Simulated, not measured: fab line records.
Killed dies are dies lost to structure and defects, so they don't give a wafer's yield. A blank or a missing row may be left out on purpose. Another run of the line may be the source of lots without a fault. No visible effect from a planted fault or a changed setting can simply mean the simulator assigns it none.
fab line records    flow sfq_line
record lots=15  wafers=43  last_day=77
route steps=325 shown R5@223 C5@247 M6@264 I6@267
lots untouched by any fault: they come from a run of this same line in which no faults occurred
start_h: hours from the record's opening day to when the first of the lot's shown wafers began    wait_h: hours from the lot's prior step to this one    " the same as in the row above    L1.1+2: a row that stands for several wafers    - no value, or no start was given    * or withheld: withheld    < > ~ a bound
route shown NAME@n: NAME is a module with steps in the file, n the number in the route of the first one    usual: mean/standard deviation taken from wafers without a fault    same: alike in all rows    chamber/n: place in a boat    sites: per-site readings    _std_site: standard deviation of those values    _edge_site: mean of outer sites minus mean of inner sites    radius_mm: for every site, how far away it sits from the centre of the wafer    mask NAME#n: copy n    behind: the last tool/chamber to shape the wafer    hold: the reason the lot was held/the length of the hold in hours/how it ended    device: names the non-switching transistor (n, p or np)    end of line: the tests these same wafers got at the end of their route    a step with no rows: only its recipe    killed: not the wafer's yield, but the dies lost to structure and defects at the first sort    map: per-die view of a wafer (x killed, . not killed, _ where there is no die)
set.NAME: setting as actually run; set.NAME@STEP: the setting as run at that earlier step    model.NAME: the simulator's own value behind a step, which no gauge read
the route's steps for a sample of lots (tables are steps, rows are wafers)
services: from which hour (start_h, from the record's first day; less than 0 if before it) a tool's chamber was out of use, for how many hours, and why
## steps
# step SFQ_R5_OVL_MEAS_935
# usual R5_OVL=3/5.3
lot.wafer  tool        chamber  start_h  wait_h  R5_OVL[nm]
L219.2     overlay-02  -        1224.40  0.1     -6
L219.3     "           -        "        "       -1
L219.5     "           -        "        "       -5
L220.2     overlay-02  -        1226.80  0.1     9
L220.4     "           -        "        "       2
L220.6     "           -        "        "       12
L222.1     overlay-02  -        1232.80  0.1     3
L222.2     "           -        "        "       5
L222.6     "           -        "        "       0
L223.1     overlay-01  -        1253.20  0.1     6
L223.3     "           -        "        "       5
L223.5     "           -        "        "       9
L224.1     overlay-01  -        1254.40  0.1     -1
L224.2     "           -        "        "       -6
L224.3     "           -        "        "       -5
L225.2     overlay-02  -        1267.15  0.1     5
L225.3     "           -        "        "       0
L225.5     "           -        "        "       5
L226.1     overlay-02  -        1270.75  0.1     -6
L226.2     "           -        "        "       1
L226.6     "           -        "        "       -3
L227.3     overlay-02  -        1275.56  0.1     -2
L227.5     "           -        "        "       -4
L228.1     overlay-02  -        1276.75  0.1     3
L228.3     "           -        "        "       0
L228.6     "           -        "        "       -1
L229.3     overlay-01  -        1288.56  0.1     -1
L229.5     "           -        "        "       -1
L236.3     overlay-01  -        1342.66  0.1     10
L236.5     "           -        "        "       9
L236.6     "           -        "        "       7
L238.1     overlay-01  -        1359.86  0.1     4
L238.2     "           -        "        "       5
L238.5     "           -        "        "       3
L239.2     overlay-01  -        1361.06  0.1     7
L239.3     "           -        "        "       2
L239.5     "           -        "        "       -2
L241.4     overlay-02  -        1370.67  0.1     -2
L241.5     "           -        "        "       3
L241.6     "           -        "        "       0
L242.2     overlay-02  -        1373.06  0.1     7
L242.5     "           -        "        "       7
L242.6     "           -        "        "       2
# step SFQ_TRILAYER_C5_BARC_OPEN_VIA_ETCH_210
# recipe mask_material=PR  chemistry=O2  target_depth_nm=125  target=BARC  source_w=500  bias_w=80  pressure_mtorr=30  time_s=41.7
# usual drypump_motor_current_A=5.8/0.36  oes_product_au=0.686/0.0048  rf_fwd_power_W=494.7/2.2
lot.wafer  tool         chamber  start_h  wait_h  drypump_motor_current_A  oes_product_au  rf_fwd_power_W  rf_hours_counter_h
L219.2     rie_diel-01  2        1351.08  0.0     6.1                      0.684           495.7           17
L219.3     "            2        "        "       6.1                      0.677           495.8           -
L219.5     "            2        "        "       6.1                      0.686           496.5           -
L220.2     rie_diel-01  2        1357.49  0.0     6.1                      0.686           495.0           17
L220.4     "            1        "        "       5.8                      0.681           495.2           -
L220.6     "            1        "        "       5.9                      0.694           495.9           -
L222.1     rie_diel-04  3        1365.89  0.0     5.8                      0.688           498.4           17
L222.2     "            0        "        "       5.7                      0.688           492.4           15
L222.6     "            0        "        "       5.7                      0.677           491.3           -
L223.1     rie_diel-01  3        1392.71  0.0     5.8                      0.683           494.1           19
L223.3     "            0        "        "       4.8                      0.691           498.1           18
L223.5     "            3        "        "       5.8                      0.685           494.3           -
L224.1     rie_diel-03  0        1393.91  0.0     6.0                      0.680           490.0           18
L224.2     "            2        "        "       5.9                      0.684           495.6           20
L224.3     "            1        "        "       6.1                      0.694           494.6           12
L225.2     rie_diel-01  2        1405.91  0.0     6.1                      0.692           496.8           18
L225.3     "            0        "        "       4.8                      0.682           495.6           19
L225.5     "            0        "        "       4.8                      0.683           494.3           -
L226.1     rie_diel-04  3        1409.51  0.0     5.8                      0.684           494.3           17
L226.2     "            0        "        "       5.7                      0.692           494.3           15
L226.6     "            2        "        "       5.9                      0.689           494.5           -
L227.3     rie_diel-04  0        1415.51  0.0     5.7                      0.691           490.8           15
L227.5     "            3        "        "       5.8                      0.680           494.9           -
L228.1     rie_diel-01  0        1416.71  0.0     4.8                      0.687           499.2           19
L228.3     "            1        "        "       5.9                      0.691           495.3           13
L228.6     "            1        "        "       5.8                      0.698           493.4           -
L229.3     rie_diel-01  0        1427.06  0.0     4.8                      0.681           494.3           19
L229.5     "            2        "        "       6.1                      0.693           497.5           -
L236.3     rie_diel-04  0        1482.66  0.0     5.7                      0.689           495.3           17
L236.5     "            3        "        "       5.8                      0.682           497.0           -
L236.6     "            2        "        "       5.9                      0.688           493.1           -
L238.1     rie_diel-04  3        1498.36  0.0     5.8                      0.684           495.4           19
L238.2     "            2        "        "       5.9                      0.681           495.7           8
L238.5     "            0        "        "       5.7                      0.686           492.0           -
L239.2     rie_diel-03  0        1500.76  0.0     6.0                      0.683           490.9           20
L239.3     "            1        "        "       6.1                      0.686           498.7           14
L239.5     "            0        "        "       6.0                      0.694           493.1           -
L241.4     rie_diel-03  0        1510.36  0.0     6.0                      0.696           489.5           20
L241.5     "            1        "        "       6.1                      0.691           497.6           -
L241.6     "            2        "        "       5.9                      0.690           496.6           -
L242.2     rie_diel-01  0        1515.16  0.0     4.8                      0.685           496.2           21
L242.5     "            1        "        "       5.8                      0.693           495.3           -
L242.6     "            2        "        "       6.1                      0.684           495.1           -
# step SFQ_TRILAYER_M6_STRIP_STRIP_163
# recipe gas=O2  power_w=200  platen_temp_c=40  overash_fraction=0.65  chemistry=O2  pressure_mtorr=50
# usual drypump_motor_current_A=5.5/0.41  oes_product_au=1.000/0.013  platen_temp_c=39.98/0.11
lot.wafer  tool          chamber  start_h  wait_h  drypump_motor_current_A  oes_product_au  platen_temp_c  rf_hours_counter_h
L219.2     rie_metal-01  0        1384.98  0.1     5.0                      0.993           39.93          67
L219.3     "             1        "        "       5.8                      0.996           39.94          -
L219.5     "             1        "        "       5.8                      0.992           39.92          -
L220.2     rie_metal-01  1        1393.38  0.1     5.8                      0.988           40.04          63
L220.4     "             0        "        "       5.0                      0.993           39.92          -
L220.6     "             0        "        "       5.0                      0.999           39.89          -
L222.1     rie_metal-04  0        1401.78  0.1     6.0                      1.010           39.96          161
L222.2     "             1        "        "       5.8                      1.024           40.04          144
L222.6     "             1        "        "       5.8                      1.020           40.11          -
L223.1     rie_metal-01  0        1428.36  0.2     5.0                      1.009           40.08          75
L223.3     "             0        "        "       5.0                      0.998           40.15          -
L223.5     "             0        "        "       5.0                      0.997           40.07          -
L224.1     rie_metal-04  1        1429.38  0.1     5.8                      1.019           39.79          149
L224.2     "             0        "        "       6.0                      1.003           39.89          166
L224.3     "             1        "        "       5.8                      1.023           39.78          -
L225.2     rie_metal-03  1        1438.16  0.4     5.3                      1.001           39.83          -
L225.3     "             1        "        "       5.3                      1.002           39.90          -
L225.5     "             1        "        "       5.3                      0.993           39.91          -
L226.1     rie_metal-01  0        1441.38  0.1     5.0                      1.005           39.98          79
L226.2     "             1        "        "       5.8                      0.996           39.81          69
L226.6     "             0        "        "       5.0                      0.986           39.97          -
L227.3     rie_metal-04  1        1447.58  0.2     5.8                      1.007           40.12          -
L227.5     "             1        "        "       5.8                      1.016           39.96          -
L228.1     rie_metal-03  1        1448.76  0.2     5.3                      1.000           40.05          160
L228.3     "             1        "        "       5.3                      1.000           39.96          -
L228.6     "             1        "        "       5.3                      0.997           39.95          -
L229.3     rie_metal-01  1        1458.38  0.2     5.8                      1.006           39.94          -
L229.5     "             0        "        "       5.0                      1.005           39.80          -
L236.3     rie_metal-01  1        1505.75  0.2     5.8                      0.977           39.92          -
L236.5     "             0        "        "       5.0                      0.996           39.94          -
L236.6     "             1        "        "       5.9                      0.992           39.93          -
L238.1     rie_metal-03  1        1539.30  0.1     5.3                      1.018           39.87          3
L238.2     "             0        "        "       5.1                      1.021           40.01          17
L238.5     "             0        "        "       5.1                      1.014           39.93          -
L239.2     rie_metal-04  0        1541.70  0.1     6.0                      1.025           39.99          5
L239.3     "             1        "        "       5.8                      1.025           40.12          -
L239.5     "             0        "        "       6.0                      1.023           40.13          -
L241.4     rie_metal-01  1        1552.80  0.2     5.8                      0.988           40.11          -
L241.5     "             0        "        "       5.0                      0.998           40.00          -
L241.6     "             1        "        "       5.8                      0.982           39.96          -
L242.2     rie_metal-03  0        1557.40  0.1     5.1                      1.011           40.02          20
L242.5     "             1        "        "       5.3                      1.019           40.25          -
L242.6     "             0        "        "       5.1                      1.020           40.07          -
# step SFQ_TRILAYER_I6_CMP_CMP_166
# recipe material=SiO2  down_force_psi=3  platen_rpm=60  pad_velocity_m_s=0.94248
# usual motor_current_A=9.8/0.8  time_to_endpoint_s=215/10
lot.wafer  tool    chamber  start_h  wait_h  motor_current_A  time_to_endpoint_s
L219.3     cmp-02  0        1390.07  4.3     9.9              212
L219.2     "       1        "        "       8.8              211
L219.5     "       1        1392.57  6.7     9.0              211
L220.4     cmp-02  1        1397.07  2.8     8.8              206
L220.2     "       2        "        "       10.8             224
L220.6     "       0        1398.57  4.3     10.0             230
L222.1     cmp-01  3        1403.87  1.3     9.6              207
L222.2     "       0        "        "       9.3              226
L222.6     "       3        1405.87  3.2     9.1              219
L223.1     cmp-02  1        1432.63  2.8     9.5              190
L223.3     "       2        "        "       11.2             217
L223.5     "       2        1435.13  5.3     9.7              210
L224.1     cmp-01  3        1435.45  5.3     9.2              203
L224.2     "       0        "        "       9.3              219
L224.3     "       1        "        "       9.6              203
L225.3     cmp-02  3        1442.65  3.3     11.3             203
L225.2     "       2        1444.15  4.8     10.6             214
L225.5     "       0        1445.15  5.7     9.8              217
L226.2     cmp-02  1        1445.65  3.5     8.6              202
L226.1     "       0        1447.15  5.0     10.0             212
L226.6     "       1        "        "       9.3              218
L227.3     cmp-02  1        1455.33  7.1     8.7              281
L227.5     "       0        1456.83  8.6     9.8              289
L228.1     cmp-02  1        1458.33  8.2     8.9              205
L228.3     "       2        "        "       10.1             290
L228.6     "       1        1460.33  10.1    9.4              218
L229.3     cmp-02  0        1474.33  15.3    9.8              275
L229.5     "       1        "        "       8.8              277
L236.3     cmp-01  1        1507.59  1.2     9.7              200
L236.6     "       3        1508.59  2.2     9.2              205
L236.5     "       0        "        "       9.0              218
L238.1     cmp-01  1        1541.96  1.8     10.2             200
L238.2     "       2        "        "       10.2             222
L238.5     "       2        1544.46  4.3     9.4              220
L239.3     cmp-01  3        1544.96  2.4     9.6              205
L239.2     "       2        1546.46  3.9     9.1              215
L239.5     "       3        "        "       9.4              195
L241.4     cmp-02  2        1555.82  2.4     10.3             238
L241.5     "       3        "        "       11.6             225
L241.6     "       0        "        "       9.4              231
L242.2     cmp-02  0        1558.76  0.5     9.9              226
L242.5     "       3        1560.26  2.0     11.4             219
L242.6     "       0        "        "       9.1              222
# step SFQ_TRILAYER_I6_METRO_MEASURE_167
# usual thk_nm=200.2/1.4
lot.wafer  tool           chamber  start_h  wait_h  thk_nm
L219.2     film_metro-03  -        1393.39  0.3     198.9
L219.3     "              -        "        "       200.1
L219.5     "              -        "        "       198.4
L220.2     film_metro-02  -        1399.39  0.3     202.1
L220.4     "              -        "        "       199.4
L220.6     "              -        "        "       200.8
L222.1     film_metro-01  -        1406.99  0.1     199.7
L222.2     "              -        "        "       201.9
L222.6     "              -        "        "       200.1
L223.1     film_metro-02  -        1435.75  0.1     198.6
L223.3     "              -        "        "       201.1
L223.5     "              -        "        "       201.6
L224.1     film_metro-02  -        1438.57  0.1     199.7
L224.2     "              -        "        "       200.4
L224.3     "              -        "        "       198.0
L225.2     film_metro-03  -        1445.97  0.3     201.2
L225.3     "              -        "        "       199.6
L225.5     "              -        "        "       200.8
L226.1     film_metro-02  -        1448.77  0.1     200.6
L226.2     "              -        "        "       198.2
L226.6     "              -        "        "       198.5
L227.3     film_metro-02  -        1458.35  0.5     304.6
L227.5     "              -        "        "       309.8
L228.1     film_metro-03  -        1460.95  0.1     197.1
L228.3     "              -        "        "       309.1
L228.6     "              -        "        "       198.7
L229.3     film_metro-02  -        1476.35  0.5     302.8
L229.5     "              -        "        "       302.7
L236.3     film_metro-03  -        1510.11  0.5     198.4
L236.5     "              -        "        "       201.2
L236.6     "              -        "        "       199.4
L238.1     film_metro-03  -        1545.08  0.1     198.5
L238.2     "              -        "        "       201.8
L238.5     "              -        "        "       200.7
L239.2     film_metro-01  -        1548.28  0.3     201.6
L239.3     "              -        "        "       198.7
L239.5     "              -        "        "       199.2
L241.4     film_metro-01  -        1558.04  0.6     202.6
L241.5     "              -        "        "       200.8
L241.6     "              -        "        "       201.0
L242.2     film_metro-03  -        1561.58  0.3     202.3
L242.5     "              -        "        "       202.8
L242.6     "              -        "        "       202.1
# step SFQ_TRILAYER_I6_VIA_ETCH_VIA_ETCH_172
# recipe target=SiO2  stop_on=Nb  mask_material=PR  taper_deg=20  chemistry=CHF3  target_depth_nm=260  source_w=500  bias_w=80  pressure_mtorr=30  time_s=withheld
# usual drypump_motor_current_A=5.87/0.22  oes_product_au=0.855/0.006  rf_fwd_power_W=498.0/1.5
lot.wafer  tool         chamber  start_h  wait_h  drypump_motor_current_A  oes_product_au  rf_fwd_power_W
L219.2     rie_diel-03  0        1497.20  0.0     5.99                     0.847           500.0
L219.3     "            3        "        "       5.23                     0.858           498.1
L219.5     "            3        "        "       5.23                     0.852           497.6
L220.2     rie_diel-04  0        1504.40  0.0     5.71                     0.855           495.9
L220.4     "            3        "        "       5.82                     0.856           497.9
L220.6     "            2        "        "       5.84                     0.865           497.1
L222.1     rie_diel-04  0        1514.00  0.0     5.73                     0.849           496.7
L222.2     "            3        "        "       5.84                     0.862           496.5
L222.6     "            3        "        "       5.81                     0.852           496.6
L223.1     rie_diel-04  2        1540.40  0.0     5.84                     0.862           496.8
L223.3     "            0        "        "       5.71                     0.860           496.4
L223.5     "            2        "        "       5.86                     0.867           496.0
L224.1     rie_diel-02  2        1542.80  0.0     6.13                     0.853           497.9
L224.2     "            3        "        "       5.81                     0.861           497.4
L224.3     "            1        "        "       6.12                     0.853           499.5
L225.2     rie_diel-04  3        1551.20  0.0     5.83                     0.851           499.5
L225.3     "            0        "        "       5.71                     0.856           496.9
L225.5     "            3        "        "       5.83                     0.857           499.1
L226.1     rie_diel-03  1        1553.60  0.0     6.08                     0.856           498.3
L226.2     "            0        "        "       5.98                     0.849           494.9
L226.6     "            3        "        "       5.23                     0.848           498.5
L227.3     rie_diel-04  1        1563.20  0.0     5.83                     0.997           496.9
L227.5     "            1        "        "       5.80                     1.000           496.9
L228.1     rie_diel-02  0        1564.40  0.0     6.01                     0.841           496.4
L228.3     "            3        "        "       5.78                     1.007           500.0
L228.6     "            0        "        "       6.03                     0.842           497.4
L229.3     rie_diel-02  0        1577.60  0.0     5.99                     1.016           497.8
L229.5     "            2        "        "       6.13                     0.991           495.7
L236.3     rie_diel-03  0        1622.13  0.0     6.01                     0.857           494.4
L236.5     "            2        "        "       5.91                     0.861           498.5
L236.6     "            1        "        "       6.12                     0.852           499.3
L238.1     rie_diel-02  3        1638.93  0.0     5.80                     0.857           498.9
L238.2     "            2        "        "       6.12                     0.856           498.6
L238.5     "            2        "        "       6.11                     0.859           498.4
L239.2     rie_diel-03  3        1641.33  0.0     5.24                     0.864           499.4
L239.3     "            0        "        "       5.98                     0.856           493.9
L239.5     "            2        "        "       5.93                     0.854           499.0
L241.4     rie_diel-02  3        1649.78  0.1     5.78                     0.854           495.9
L241.5     "            1        "        "       6.11                     0.853           500.1
L241.6     "            0        "        "       5.99                     0.858           495.6
L242.2     rie_diel-04  1        1654.53  0.0     5.83                     0.863           499.2
L242.5     "            0        "        "       5.71                     0.859           498.5
L242.6     "            3        "        "       5.80                     0.856           497.2
## services
tool          chamber  start_h  hours  kind
cmp-02        -        1328.20  5.6    repair
rie_diel-03   0        1337.98  3.3    repair
rie_diel-01   3        1345.92  15.2   repair
rie_diel-03   0        1349.36  19.7   repair
rie_diel-01   0        1349.95  13.8   repair
rie_diel-04   1        1359.90  9.5    repair
cmp-02        -        1368.76  3.3    repair
cmp-02        -        1378.03  9.0    pm
rie_diel-04   -        1389.48  14.6   pm
rie_diel-01   0        1414.14  2.5    repair
rie_metal-01  1        1419.81  13.0   repair
cmp-02        -        1435.63  4.0    pm
rie_diel-03   -        1468.52  15.6   pm
rie_diel-04   -        1477.95  2.8    pm
rie_diel-04   0        1485.56  4.5    repair
rie_metal-01  0        1498.51  3.3    repair
rie_diel-01   -        1504.32  0.8    repair
cmp-02        -        1507.57  0.7    repair
rie_metal-01  -        1513.11  5.3    repair
cmp-02        -        1542.56  4.3    pm
rie_diel-03   -        1547.12  0.4    repair
cmp-02        -        1596.94  4.0    pm
cmp-02        -        1611.97  2.4    repair
cmp-02        -        1637.70  1.0    repair
## key
first_sign step=SFQ_TRILAYER_I6_CMP_CMP_166  reading=time_to_endpoint_s  direction=up  sigmas=6.4  usual=*  struck=*
effect step=SFQ_TRILAYER_I6_METRO_MEASURE_167  reading=thk_nm  direction=up  sigmas=75  usual=200.2  struck=305.8
effect step=SFQ_TRILAYER_I6_VIA_ETCH_VIA_ETCH_172  reading=oes_product_au  direction=up  sigmas=25  usual=0.855  struck=1.002
met_at SFQ_TRILAYER_I6_CMP_CMP_166
struck_lots L227,L228,L229
struck_wafers L227.3,L227.5,L228.3,L229.3,L229.5
not_acting_at SFQ_R5_OVL_MEAS_935,SFQ_TRILAYER_C5_BARC_OPEN_VIA_ETCH_210,SFQ_TRILAYER_M6_STRIP_STRIP_163
onset_between 1445.65 1455.33
fault kind=process_parameter_drift  tool=cmp-02  chamber=-  onset_h=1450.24  steps=SFQ_TRILAYER_I6_CMP_CMP_166  channel=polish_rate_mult  offset=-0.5  shape=step  end_h=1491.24  scope=struck_wafers_only
